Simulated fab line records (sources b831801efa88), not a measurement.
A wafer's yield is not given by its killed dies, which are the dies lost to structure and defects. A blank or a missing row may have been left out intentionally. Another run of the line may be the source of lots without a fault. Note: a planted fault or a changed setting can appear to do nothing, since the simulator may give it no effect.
fab line records + flow sky130
[record]
- lots = 13
- wafers = 39
- last-day = 50
route steps=708 shown LI_CONTACT@377 LOCAL_INTERCONNECT@395
lots untouched by any fault: they come from a run of this same line in which no faults occurred
start-h: hours from the record's opening day to when the first of the lot's shown wafers began + wait-h: hours from the lot's prior step to this one + " unchanged from the row above + L1.1+2: a row that stands for several wafers + - no value, or no start given + * or withheld: withheld + < > ~ a bound
route shown NAME@n: NAME is a module with steps in the file, n the number in the route of the first one + usual: mean/standard deviation taken from wafers without a fault + same: alike in all rows + chamber/n: place in a boat + sites: the reading at each site + _std_site: standard deviation across them + _edge_site: outer sites' mean less inner sites' + radius-mm: for every site, how far away it sits from the centre of the wafer + mask NAME#n: copy n + behind: the tool/chamber that last shaped the wafer + hold: cause of the lot's hold/its duration in hours/its outcome + device: whichever transistor did not switch (one of n, p or np) + end of line: the route-end tests of the same wafers + step lacking rows: just its recipe + killed: dies lost to structure and defects at the first sort, not the wafer's yield + map: shows each die of a wafer: x if killed, . if not, _ if none is there
set.NAME: the setting the step ran with; set.NAME@STEP: the setting that earlier step ran with + model.NAME: the simulator's own value behind a step, which no gauge read
a sample of lots followed through the steps of the route, with each step as a table and each wafer as a row
services: the hour from which a tool's chamber was out of use, counted from the record's first day as start-h (under 0 if before that day), plus the number of hours and why
[[steps]]
[step SKY_LI_CONTACT_ETCH_15]
[recipe]
- target = PSG
- chemistry = C4F8/O2/Ar
- stop-on = Si
- taper-deg = 4.15
- mask-material = KrF-thick
- source-w = 1500
- bias-w = 1200
- pressure-mtorr = 40
- c4f8-flow-sccm = withheld
- O2_flow_sccm = 6
- Ar_flow_sccm = 300
- time-s = withheld
- target-depth-a = 6000
[usual]
- oes-product-au = 0.837/0.0043
- rf-fwd-power-W = 1491/5.4
| lot.wafer | tool        | chamber | start-h | wait-h | oes-product-au | rf-fwd-power-W |
|-----------|-------------|---------|---------|--------|----------------|----------------|
| L825.1    | rie-diel-02 | 1       | 665.23  | 0.0    | 0.833          | 1486           |
| L825.3    | "           | 2       | "       | "      | 0.838          | 1494           |
| L825.5    | "           | 3       | "       | "      | 0.835          | 1488           |
| L826.3    | rie-diel-01 | 1       | 696.74  | 0.0    | 0.840          | 1494           |
| L826.4    | "           | 3       | "       | "      | 0.850          | 1490           |
| L826.5    | "           | 1       | "       | "      | 0.837          | 1495           |
| L827.2    | rie-diel-03 | 1       | 712.13  | 0.0    | 0.846          | 1488           |
| L827.5    | "           | 2       | "       | "      | 0.845          | 1489           |
| L827.6    | "           | 3       | "       | "      | 0.832          | 1491           |
| L828.1    | rie-diel-02 | 0       | 720.73  | 0.0    | 0.835          | 1492           |
| L828.3    | "           | 1       | "       | "      | 0.836          | 1488           |
| L828.5    | "           | 3       | "       | "      | 0.841          | 1497           |
| L829.3    | rie-diel-02 | 2       | 739.78  | 0.0    | 0.829          | 1493           |
| L829.4    | "           | 1       | "       | "      | 0.839          | 1495           |
| L829.6    | "           | 1       | "       | "      | 0.842          | 1491           |
| L830.1    | rie-diel-03 | 1       | 740.73  | 0.0    | 0.836          | 1490           |
| L830.3    | "           | 0       | "       | "      | 0.842          | 1494           |
| L830.5    | "           | 0       | "       | "      | 0.833          | 1496           |
| L831.1    | rie-diel-03 | 0       | 744.34  | 0.0    | 0.831          | 1499           |
| L831.2    | "           | 2       | "       | "      | 0.831          | 1495           |
| L831.6    | "           | 1       | "       | "      | 0.843          | 1487           |
| L834.1    | rie-diel-02 | 0       | 745.18  | 0.0    | 0.839          | 1495           |
| L834.2    | "           | 1       | "       | "      | 0.836          | 1486           |
| L834.6    | "           | 2       | "       | "      | 0.834          | 1485           |
| L842.2    | rie-diel-01 | 0       | 809.43  | 0.0    | 0.837          | 1481           |
| L842.4    | "           | 1       | "       | "      | 0.831          | 1503           |
| L842.5    | "           | 0       | "       | "      | 0.833          | 1479           |
| L843.3    | rie-diel-02 | 1       | 831.28  | 0.0    | 0.834          | 1488           |
| L843.4    | "           | 2       | "       | "      | 0.839          | 1490           |
| L843.6    | "           | 1       | "       | "      | 0.832          | 1494           |
| L844.2    | rie-diel-02 | 1       | 839.23  | 0.0    | 0.842          | 1485           |
| L844.4    | "           | 2       | "       | "      | 0.835          | 1498           |
| L844.5    | "           | 1       | "       | "      | 0.835          | 1488           |
| L846.1    | rie-diel-02 | 2       | 843.69  | 0.0    | 0.837          | 1491           |
| L846.4    | "           | 1       | "       | "      | 0.835          | 1486           |
| L846.6    | "           | 2       | "       | "      | 0.841          | 1488           |
| L847.3    | rie-diel-01 | 1       | 846.78  | 0.0    | 0.833          | 1502           |
| L847.4    | "           | 2       | "       | "      | 0.836          | 1499           |
| L847.5    | "           | 0       | "       | "      | 0.839          | 1492           |
[step SKY_LI_CONTACT_SPUTTER_19]
[recipe]
- material = Ti
- target-thk-nm = 20
- chamber-pressure-pa = 5
- power-w = 2500
- substrate-temp-c = 200
- time-s = 106.37
[usual]
- substrate-temp-c = 200.00/0.16
- throttle-valve-pct = 30.2/0.71
| lot.wafer | tool           | chamber | start-h | wait-h | substrate-temp-c | throttle-valve-pct |
|-----------|----------------|---------|---------|--------|------------------|--------------------|
| L825.1    | pvd-sputter-04 | -       | 665.61  | 0.0    | 199.88           | 30.1               |
| L825.3    | "              | -       | "       | "      | 199.60           | 30.6               |
| L825.5    | "              | -       | "       | "      | 199.88           | 30.1               |
| L826.3    | pvd-sputter-01 | -       | 697.12  | 0.0    | 200.02           | 29.8               |
| L826.4    | "              | -       | "       | "      | 200.02           | 30.6               |
| L826.5    | "              | -       | "       | "      | 199.91           | 30.8               |
| L827.2    | pvd-sputter-02 | -       | 712.51  | 0.0    | 200.10           | 30.8               |
| L827.5    | "              | -       | "       | "      | 200.09           | 30.7               |
| L827.6    | "              | -       | "       | "      | 199.86           | 29.8               |
| L828.1    | pvd-sputter-02 | -       | 721.11  | 0.0    | 199.74           | 30.2               |
| L828.3    | "              | -       | "       | "      | 199.99           | 30.5               |
| L828.5    | "              | -       | "       | "      | 200.12           | 31.5               |
| L829.3    | pvd-sputter-04 | -       | 740.20  | 0.0    | 199.93           | 30.6               |
| L829.4    | "              | -       | "       | "      | 199.95           | 30.2               |
| L829.6    | "              | -       | "       | "      | 200.06           | 29.8               |
| L830.1    | pvd-sputter-02 | -       | 741.11  | 0.0    | 200.08           | 31.6               |
| L830.3    | "              | -       | "       | "      | 199.93           | 30.3               |
| L830.5    | "              | -       | "       | "      | 199.94           | 30.2               |
| L831.1    | pvd-sputter-02 | -       | 744.72  | 0.0    | 200.30           | 30.4               |
| L831.2    | "              | -       | "       | "      | 200.09           | 29.9               |
| L831.6    | "              | -       | "       | "      | 199.91           | 31.7               |
| L834.1    | pvd-sputter-04 | -       | 745.56  | 0.0    | 200.01           | 30.3               |
| L834.2    | "              | -       | "       | "      | 200.25           | 30.6               |
| L834.6    | "              | -       | "       | "      | 199.88           | 30.0               |
| L842.2    | pvd-sputter-01 | -       | 809.81  | 0.0    | 200.24           | 30.0               |
| L842.4    | "              | -       | "       | "      | 199.86           | 28.5               |
| L842.5    | "              | -       | "       | "      | 200.03           | 28.3               |
| L843.3    | pvd-sputter-01 | -       | 831.66  | 0.0    | 200.27           | 29.3               |
| L843.4    | "              | -       | "       | "      | 199.96           | 30.0               |
| L843.6    | "              | -       | "       | "      | 199.82           | 28.7               |
| L844.2    | pvd-sputter-02 | -       | 840.14  | 0.0    | 199.89           | 31.5               |
| L844.4    | "              | -       | "       | "      | 199.85           | 30.3               |
| L844.5    | "              | -       | "       | "      | 200.03           | 30.6               |
| L846.1    | pvd-sputter-01 | -       | 844.08  | 0.0    | 199.86           | 28.5               |
| L846.4    | "              | -       | "       | "      | 200.14           | 29.8               |
| L846.6    | "              | -       | "       | "      | 199.88           | 28.4               |
| L847.3    | pvd-sputter-04 | -       | 847.69  | 0.0    | 199.90           | 29.9               |
| L847.4    | "              | -       | "       | "      | 200.28           | 30.6               |
| L847.5    | "              | -       | "       | "      | 199.89           | 30.3               |
[step SKY_LOCAL_INTERCONNECT_EXPOSE_08]
[recipe]
- mask-id = LI1M
- na = 0.8
- source-shape = annular
- sigma-inner = 0.55
- sigma-outer = 0.85
- target-cd-nm = 170
- dose-mj = 28
[usual]
- exposure-dose-mJ-cm2 = 28.01/0.041
- focus-offset-nm = 0.0/0.54
[same]
- sigma-inner = 0.55
| lot.wafer | tool           | chamber | start-h | wait-h | mask   | exposure-dose-mJ-cm2 | focus-offset-nm |
|-----------|----------------|---------|---------|--------|--------|----------------------|-----------------|
| L825.1    | krf-scanner-01 | 0       | 680.91  | -      | LI1M#0 | 27.95                | -0.8            |
| L825.3    | "              | 0       | "       | "      | LI1M#0 | 27.99                | -0.5            |
| L825.5    | "              | 0       | "       | "      | LI1M#0 | 27.97                | -0.1            |
| L826.3    | krf-scanner-02 | 0       | 712.02  | -      | LI1M#0 | 28.02                | -0.1            |
| L826.4    | "              | 0       | "       | "      | LI1M#0 | 28.03                | -1.0            |
| L826.5    | "              | 0       | "       | "      | LI1M#0 | 28.06                | -0.5            |
| L827.2    | krf-scanner-02 | 0       | 727.46  | -      | LI1M#0 | 28.02                | 0.2             |
| L827.5    | "              | 0       | "       | "      | LI1M#0 | 27.99                | -0.1            |
| L827.6    | "              | 0       | "       | "      | LI1M#0 | 28.03                | -0.4            |
| L828.1    | krf-scanner-02 | 0       | 736.05  | -      | LI1M#0 | 28.05                | 0.7             |
| L828.3    | "              | 0       | "       | "      | LI1M#0 | 28.06                | 0.1             |
| L828.5    | "              | 0       | "       | "      | LI1M#0 | 28.04                | 0.2             |
| L829.3    | krf-scanner-02 | 0       | 754.52  | -      | LI1M#0 | 28.02                | -0.6            |
| L829.4    | "              | 0       | "       | "      | LI1M#0 | 27.99                | -0.2            |
| L829.6    | "              | 0       | "       | "      | LI1M#0 | 28.01                | 0.3             |
| L830.1    | krf-scanner-01 | 0       | 756.01  | -      | LI1M#0 | 27.95                | -0.2            |
| L830.3    | "              | 0       | "       | "      | LI1M#0 | 27.95                | -0.1            |
| L830.5    | "              | 0       | "       | "      | LI1M#0 | 28.03                | 0.4             |
| L831.1    | krf-scanner-02 | 0       | 759.16  | -      | LI1M#0 | 28.03                | 0.8             |
| L831.2    | "              | 0       | "       | "      | LI1M#0 | 27.97                | 1.2             |
| L831.6    | "              | 0       | "       | "      | LI1M#0 | 28.04                | -0.5            |
| L834.1    | krf-scanner-02 | 0       | 760.25  | -      | LI1M#0 | 28.00                | 0.4             |
| L834.2    | "              | 0       | "       | "      | LI1M#0 | 27.99                | -0.9            |
| L834.6    | "              | 0       | "       | "      | LI1M#0 | 28.00                | 0.0             |
| L842.2    | krf-scanner-02 | 0       | 823.88  | -      | LI1M#0 | 25.84                | -0.6            |
| L842.4    | "              | 0       | "       | "      | LI1M#0 | 25.81                | -0.4            |
| L842.5    | "              | 0       | "       | "      | LI1M#0 | 25.82                | -0.6            |
| L843.3    | krf-scanner-01 | 0       | 846.11  | -      | LI1M#0 | 27.97                | 0.9             |
| L843.4    | "              | 0       | "       | "      | LI1M#0 | 28.01                | 0.9             |
| L843.6    | "              | 0       | "       | "      | LI1M#0 | 27.95                | 0.3             |
| L844.2    | krf-scanner-01 | 0       | 853.61  | -      | LI1M#0 | 28.02                | -0.3            |
| L844.4    | "              | 0       | "       | "      | LI1M#0 | 27.99                | -0.1            |
| L844.5    | "              | 0       | "       | "      | LI1M#0 | 28.02                | -0.3            |
| L846.1    | krf-scanner-01 | 0       | 857.80  | -      | LI1M#0 | 27.96                | -0.1            |
| L846.4    | "              | 0       | "       | "      | LI1M#0 | 28.00                | -0.4            |
| L846.6    | "              | 0       | "       | "      | LI1M#0 | 27.97                | 0.6             |
| L847.3    | krf-scanner-01 | 0       | 862.01  | -      | LI1M#0 | 28.00                | -0.6            |
| L847.4    | "              | 0       | "       | "      | LI1M#0 | 28.03                | 0.3             |
| L847.5    | "              | 0       | "       | "      | LI1M#0 | 28.01                | -0.1            |
[step SKY_LOCAL_INTERCONNECT_CD_MEAS_11]
[recipe]
- target-cd-nm = 170
[usual]
- cd-nm = 170.1/1.6
| lot.wafer | tool      | chamber | start-h | wait-h | cd-nm |
|-----------|-----------|---------|---------|--------|-------|
| L825.1    | cd-sem-01 | -       | 694.73  | -      | 169.9 |
| L825.3    | "         | -       | "       | "      | 168.4 |
| L825.5    | "         | -       | "       | "      | 170.3 |
| L826.3    | cd-sem-01 | -       | 725.99  | -      | 170.8 |
| L826.4    | "         | -       | "       | "      | 170.6 |
| L826.5    | "         | -       | "       | "      | 170.2 |
| L827.2    | cd-sem-01 | -       | 740.67  | -      | 169.7 |
| L827.5    | "         | -       | "       | "      | 168.5 |
| L827.6    | "         | -       | "       | "      | 168.7 |
| L828.1    | cd-sem-02 | -       | 749.88  | -      | 168.8 |
| L828.3    | "         | -       | "       | "      | 167.6 |
| L828.5    | "         | -       | "       | "      | 170.1 |
| L829.3    | cd-sem-02 | -       | 767.83  | -      | 171.5 |
| L829.4    | "         | -       | "       | "      | 171.7 |
| L829.6    | "         | -       | "       | "      | 170.0 |
| L830.1    | cd-sem-02 | -       | 769.14  | -      | 171.1 |
| L830.3    | "         | -       | "       | "      | 172.1 |
| L830.5    | "         | -       | "       | "      | 171.8 |
| L831.1    | cd-sem-02 | -       | 772.40  | -      | 171.3 |
| L831.2    | "         | -       | "       | "      | 171.0 |
| L831.6    | "         | -       | "       | "      | 169.2 |
| L834.1    | cd-sem-01 | -       | 772.89  | -      | 170.0 |
| L834.2    | "         | -       | "       | "      | 171.7 |
| L834.6    | "         | -       | "       | "      | 170.2 |
| L842.2    | cd-sem-01 | -       | 836.62  | -      | 120.2 |
| L842.4    | "         | -       | "       | "      | 125.6 |
| L842.5    | "         | -       | "       | "      | 158.6 |
| L843.3    | cd-sem-02 | -       | 858.79  | -      | 171.5 |
| L843.4    | "         | -       | "       | "      | 170.0 |
| L843.6    | "         | -       | "       | "      | 169.8 |
| L844.2    | cd-sem-02 | -       | 866.36  | -      | 171.8 |
| L844.4    | "         | -       | "       | "      | 170.2 |
| L844.5    | "         | -       | "       | "      | 170.6 |
| L846.1    | cd-sem-02 | -       | 870.45  | -      | 169.9 |
| L846.4    | "         | -       | "       | "      | 170.5 |
| L846.6    | "         | -       | "       | "      | 172.1 |
| L847.3    | cd-sem-02 | -       | 874.58  | -      | 172.0 |
| L847.4    | "         | -       | "       | "      | 171.1 |
| L847.5    | "         | -       | "       | "      | 171.8 |
[step SKY_LOCAL_INTERCONNECT_STRIP_15]
[recipe]
- chemistry = O2/N2
- power-w = 1400
- pressure-mtorr = 1500
- platen-temp-c = withheld
- o2-flow-sccm = 3000
- n2-flow-sccm = 300
- overash-fraction = 0.5
[usual]
- drypump-motor-current-A = 5.6/0.5
- oes-product-au = 0.429/0.0049
- strip-time-to-endpoint-s = 4.787/0.017
| lot.wafer | tool            | chamber | start-h | wait-h | drypump-motor-current-A | oes-product-au | rf-hours-counter-h | strip-time-to-endpoint-s |
|-----------|-----------------|---------|---------|--------|-------------------------|----------------|--------------------|--------------------------|
| L825.1    | plasma-asher-04 | 1       | 695.01  | 0.0    | 4.8                     | 0.422          | 55                 | 4.796                    |
| L825.3    | "               | 0       | "       | "      | 6.3                     | 0.430          | -                  | 4.801                    |
| L825.5    | "               | 1       | "       | "      | 4.8                     | 0.435          | -                  | 4.799                    |
| L826.3    | plasma-asher-04 | 0       | 726.25  | 0.1    | 6.3                     | 0.425          | -                  | 4.788                    |
| L826.4    | "               | 1       | "       | "      | 4.8                     | 0.428          | -                  | 4.781                    |
| L826.5    | "               | 0       | "       | "      | 6.3                     | 0.425          | -                  | 4.792                    |
| L827.2    | plasma-asher-01 | 1       | 740.93  | 0.0    | 5.9                     | 0.435          | 31                 | 4.741                    |
| L827.5    | "               | 1       | "       | "      | 5.9                     | 0.433          | -                  | 4.763                    |
| L827.6    | "               | 0       | "       | "      | 5.6                     | 0.425          | -                  | 4.750                    |
| L828.1    | plasma-asher-01 | 1       | 750.16  | 0.0    | 5.9                     | 0.435          | 32                 | 4.765                    |
| L828.3    | "               | 0       | "       | "      | 5.6                     | 0.427          | -                  | 4.774                    |
| L828.5    | "               | 1       | "       | "      | 5.9                     | 0.427          | -                  | 4.775                    |
| L829.3    | plasma-asher-01 | 0       | 768.09  | 0.1    | 5.6                     | 0.425          | -                  | 4.797                    |
| L829.4    | "               | 1       | "       | "      | 5.9                     | 0.425          | -                  | 4.804                    |
| L829.6    | "               | 0       | "       | "      | 5.6                     | 0.426          | -                  | 4.788                    |
| L830.1    | plasma-asher-02 | 1       | 769.41  | 0.0    | 5.9                     | 0.423          | 3                  | 4.772                    |
| L830.3    | "               | 0       | "       | "      | 5.1                     | 0.419          | -                  | 4.796                    |
| L830.5    | "               | 0       | "       | "      | 5.1                     | 0.433          | -                  | 4.745                    |
| L831.1    | plasma-asher-04 | 0       | 772.67  | 0.0    | 6.3                     | 0.430          | 63                 | 4.801                    |
| L831.2    | "               | 1       | "       | "      | 4.8                     | 0.432          | 63                 | 4.807                    |
| L831.6    | "               | 0       | "       | "      | 6.3                     | 0.436          | -                  | 4.791                    |
| L834.1    | plasma-asher-04 | 1       | 773.23  | 0.1    | 4.8                     | 0.429          | 63                 | 4.795                    |
| L834.2    | "               | 0       | "       | "      | 6.3                     | 0.426          | 63                 | 4.768                    |
| L834.6    | "               | 0       | "       | "      | 6.3                     | 0.432          | -                  | 4.778                    |
| L842.2    | plasma-asher-04 | 0       | 836.87  | 0.0    | 6.3                     | 0.433          | 67                 | 4.770                    |
| L842.4    | "               | 0       | "       | "      | 6.3                     | 0.424          | -                  | 4.807                    |
| L842.5    | "               | 0       | "       | "      | 6.3                     | 0.430          | -                  | 4.810                    |
| L843.3    | plasma-asher-02 | 1       | 859.05  | 0.1    | 5.9                     | 0.428          | -                  | 4.801                    |
| L843.4    | "               | 0       | "       | "      | 5.2                     | 0.434          | -                  | 4.808                    |
| L843.6    | "               | 1       | "       | "      | 5.9                     | 0.437          | -                  | 4.791                    |
| L844.2    | plasma-asher-01 | 0       | 866.61  | 0.0    | 5.6                     | 0.432          | 45                 | 4.796                    |
| L844.4    | "               | 1       | "       | "      | 5.8                     | 0.431          | -                  | 4.787                    |
| L844.5    | "               | 1       | "       | "      | 5.9                     | 0.432          | -                  | 4.804                    |
| L846.1    | plasma-asher-02 | 1       | 870.72  | 0.0    | 5.8                     | 0.425          | 13                 | 4.760                    |
| L846.4    | "               | 1       | "       | "      | 5.8                     | 0.438          | -                  | 4.792                    |
| L846.6    | "               | 0       | "       | "      | 5.1                     | 0.434          | -                  | 4.786                    |
| L847.3    | plasma-asher-02 | 0       | 874.84  | 0.1    | 5.1                     | 0.429          | -                  | 4.813                    |
| L847.4    | "               | 1       | "       | "      | 5.8                     | 0.427          | -                  | 4.785                    |
| L847.5    | "               | 0       | "       | "      | 5.2                     | 0.433          | -                  | 4.792                    |
[[services]]
| tool            | chamber | start-h | hours | kind   |
|-----------------|---------|---------|-------|--------|
| pvd-sputter-02  | -       | 648.06  | 4.5   | repair |
| krf-scanner-01  | -       | 660.17  | 4.6   | repair |
| pvd-sputter-02  | -       | 661.24  | 0.8   | repair |
| rie-diel-02     | 2       | 671.48  | 11.9  | repair |
| rie-diel-02     | 3       | 675.98  | 3.8   | repair |
| krf-scanner-02  | -       | 678.87  | 1.3   | pm     |
| krf-scanner-01  | -       | 689.47  | 1.0   | pm     |
| krf-scanner-02  | -       | 691.37  | 0.8   | pm     |
| krf-scanner-01  | -       | 711.73  | 4.0   | pm     |
| krf-scanner-01  | -       | 743.46  | 4.4   | pm     |
| pvd-sputter-02  | -       | 749.50  | 1.7   | repair |
| rie-diel-02     | -       | 750.08  | 0.1   | repair |
| krf-scanner-01  | -       | 767.20  | 1.3   | pm     |
| krf-scanner-02  | -       | 774.32  | 1.0   | pm     |
| plasma-asher-04 | -       | 790.65  | 12.4  | repair |
| krf-scanner-01  | -       | 801.45  | 0.8   | pm     |
| krf-scanner-02  | -       | 824.72  | 3.6   | pm     |
| krf-scanner-01  | -       | 829.36  | 11.6  | pm     |
| rie-diel-02     | -       | 843.79  | 0.2   | repair |
| krf-scanner-02  | -       | 854.77  | 1.3   | pm     |
| krf-scanner-01  | -       | 858.47  | 1.0   | pm     |
| krf-scanner-02  | -       | 860.17  | 0.8   | pm     |
| rie-diel-02     | 1       | 872.88  | 7.9   | repair |
| rie-diel-02     | 0       | 873.22  | 1.4   | repair |
[[key]]
[first-sign]
- step = SKY_LOCAL_INTERCONNECT_EXPOSE_08
- reading = exposure-dose-mJ-cm2
- direction = down
- sigmas = 53
- usual = *
- struck = *
[effect]
- step = SKY_LOCAL_INTERCONNECT_CD_MEAS_11
- reading = cd-nm
- direction = down
- sigmas = 23
- usual = 170.1
- struck = 134.8
- through = control-loop
met-at SKY_LOCAL_INTERCONNECT_EXPOSE_08
struck-lots L842
later-rows-left-out L842.2,L842.4
sort-left-out L842.2,L842.4,L842.5
tester-left-out L842
[loop-trim]
- step = SKY_LOCAL_INTERCONNECT_EXPOSE_08
- setting = dose
- lots = L842
not-acting-at SKY_LI_CONTACT_ETCH_15,SKY_LI_CONTACT_SPUTTER_19,SKY_LOCAL_INTERCONNECT_STRIP_15
onset-between 760.25 823.88
[fault]
- kind = process-parameter-drift
- tool = krf-scanner-02
- chamber = -
- onset-h = 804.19
- steps = SKY_LOCAL_INTERCONNECT_EXPOSE_08
- channel = focus-nm
- offset = 339.74
- spread-by-wafer = 0.3
- shape = step
- end-h = 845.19
// tester-left-out: of these lots the tester's yield and bins aren't shown, on N5 and GAA mostly nor the transistor test; their killed dies are dies lost to structure and defects alone, not to doping, threshold or leakage, so they don't give the yield
// sort-left-out: the simulated sort isn't trusted on such a fault, so these wafers' sort isn't shown, and their yield isn't known
// later-rows-left-out: the simulator's readings of these wafers behind a module that went badly wrong aren't trusted and aren't shown, but for the sort
// loop-trim: a control loop set the setting to another value than it would have without faults
